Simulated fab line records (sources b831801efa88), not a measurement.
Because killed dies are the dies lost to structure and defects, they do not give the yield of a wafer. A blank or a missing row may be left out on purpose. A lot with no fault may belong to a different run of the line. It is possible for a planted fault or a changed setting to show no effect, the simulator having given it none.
Which tool was responsible?	flow sky130	42 wafers from 14 lots sampled at 2 of the route's 708 steps

## WHAT THE GAUGES READ, wafer by wafer
Not one reading of a measure or inspect step in the record can be checked against a usual standard deviation.

## WHAT TOOL EACH LOT RAN ON (gives the tool, then ch and the chambers of the sampled wafers, and finally the start)
lot	SKY_LDD_P_STRIP_10	SKY_PAD_OPEN_PROBE_99
L997	plasma-asher-02 ch 0,1, day 19 08:00	prober-02, day 45 14:26
L998	plasma-asher-03 ch 0,1, day 19 21:08	prober-02, day 46 06:37
L100	plasma-asher-02 ch 0,1, day 20 15:05	prober-01, day 46 08:04
L101	plasma-asher-03 ch 0,1, day 21 04:22	prober-02, day 46 17:02
L102	plasma-asher-02 ch 0,1, day 21 04:40	prober-01, day 46 21:23
L103	plasma-asher-04 ch 0,1, day 21 21:40	prober-02, day 47 06:29
L105	plasma-asher-03 ch 0,1, day 22 04:12	prober-01, day 47 12:38
L104	plasma-asher-04 ch 0,1, day 22 05:01	prober-02, day 47 13:26
L113	plasma-asher-02 ch 0,1, day 25 01:27	prober-02, day 50 09:50
L115	plasma-asher-02 ch 0,1, day 25 14:50	prober-02, day 50 13:14
L116	plasma-asher-04 ch 0, day 25 20:59	prober-01, day 50 11:52
L118	plasma-asher-03 ch 0,1, day 26 22:44	prober-01, day 50 14:44
L119	plasma-asher-04 ch 0,1, day 27 02:54	prober-01, day 50 15:30
L120	plasma-asher-03 ch 0,1, day 27 12:01	prober-02, day 50 17:50
- SKY_LDD_P_STRIP_10: strips in O2/N2.
- SKY_PAD_OPEN_PROBE_99

## WHAT THE TOOLS THEMSELVES READ (means of the sampled wafers that have a number; where no wafer has one, the mark that the record gives instead)
SKY_LDD_P_STRIP_10. Usual: chamber-pressure-mTorr 1499.8 mTorr, standard deviation 1.4; drypump-motor-current-A 5.54 A, standard deviation 0.27; oes-product-au 0.715 a.u., standard deviation 0.0046; strip-time-to-endpoint-s 14.20 s, standard deviation 0.039.
lot	tool	chamber-pressure-mTorr (mTorr)	drypump-motor-current-A (A)	oes-product-au (a.u.)	strip-time-to-endpoint-s (s)	flag
L997	plasma-asher-02	1501.4	5.89	0.717	14.25	
L998	plasma-asher-03	1500.7	5.36	0.720	14.26	
L100	plasma-asher-02	1500.4	5.88	0.711	14.20	
L101	plasma-asher-03	1499.1	5.36	0.716	14.20	
L102	plasma-asher-02	1499.6	5.91	0.711	14.24	
L103	plasma-asher-04	1499.9	5.58	0.718	14.14	
L105	plasma-asher-03	1499.0	5.38	0.713	14.15	
L104	plasma-asher-04	1501.4	5.58	0.711	14.18	
L113	plasma-asher-02	1500.1	5.87	0.719	14.21	
L115	plasma-asher-02	1500.9	5.93	0.718	14.19	
L116	plasma-asher-04	1499.2	5.42	0.713	14.14	
L118	plasma-asher-03	1500.2	5.26	0.719	14.15	
L119	plasma-asher-04	1500.1	5.57	0.715	14.18	
L120	plasma-asher-03	1498.9	5.37	0.714	14.21	

SKY_PAD_OPEN_PROBE_99. Usual: killed_at_M0_to_M3 44, standard deviation 7.9; killed_at_M4_up 3.1, standard deviation 1.9; killed-at-contacts 24, standard deviation 4.6; killed-at-front-end 16, standard deviation 4.9; killed-at-other 0.3, standard deviation 0.6; killed-dies 87, standard deviation 9.7; killed-open 48, standard deviation 7.2; killed-short 39, standard deviation 5.6.
lot	tool	killed_at_M0_to_M3	killed_at_M4_up	killed-at-contacts	killed-at-front-end	killed-at-other	killed-dies	killed-open	killed-short	flag
L997	prober-02	46	2.3	28	21	0.0	98	56	42	
L998	prober-02	51	2.7	24	16	0.0	93	48	45	
L100	prober-01	44	4.3	19	18	0.0	85	47	37	
L101	prober-02	59	3.0	23	15	0.3	101	57	44	
L102	prober-01	45	2.0	30	11	0.0	88	49	38	
L103	prober-02	39	5.0	25	15	0.3	84	48	36	
L105	prober-01	38	3.0	24	14	0.0	79	46	33	
L104	prober-02	33	2.3	23	19	0.0	78	43	35	
L113	prober-02	43	1.7	23	52	0.3	120	43	38	OFF
L115	prober-02	36	2.0	26	35	0.7	99	42	39	OFF
L116	prober-01	42	2.0	22	19	0.3	85	45	40	
L118	prober-01	38	4.7	21	17	0.3	81	43	38	
L119	prober-01	48	3.3	21	14	1.3	88	47	40	
L120	prober-02	46	2.0	23	16	0.7	88	49	38	

## THE ANSWER, worked out from the rows above alone
Rule: a lot is off if the mean of its wafers that have a number lies more than 3 standard deviations from the usual mean. A lot without any number at a reading at which 4 lots or more have one is off too. The other lots that the step has rows for count as sound. First the gauges in route order, then the tools' own readings, where a lot's mean is used as printed above. At the first step where some lot is off, the reading lying furthest off is the one used; lots without a number count as furthest.
Off: L113, L115, at SKY_PAD_OPEN_PROBE_99 (killed-at-front-end).
If a tool, at that step or one of the process steps before it, ran each lot that is off and ran no sound lot following the first of them, it fits. One fits: SKY_LDD_P_STRIP_10 on plasma-asher-02. Its last sound lot is L102 (day 21 04:40), its first lot that is off L113 (day 25 01:27): a fault that began between those two fits.

## WHAT THE SIMULATOR HAD PUT IN
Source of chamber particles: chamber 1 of plasma-asher-02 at SKY_LDD_P_STRIP_10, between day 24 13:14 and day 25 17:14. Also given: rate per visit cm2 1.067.
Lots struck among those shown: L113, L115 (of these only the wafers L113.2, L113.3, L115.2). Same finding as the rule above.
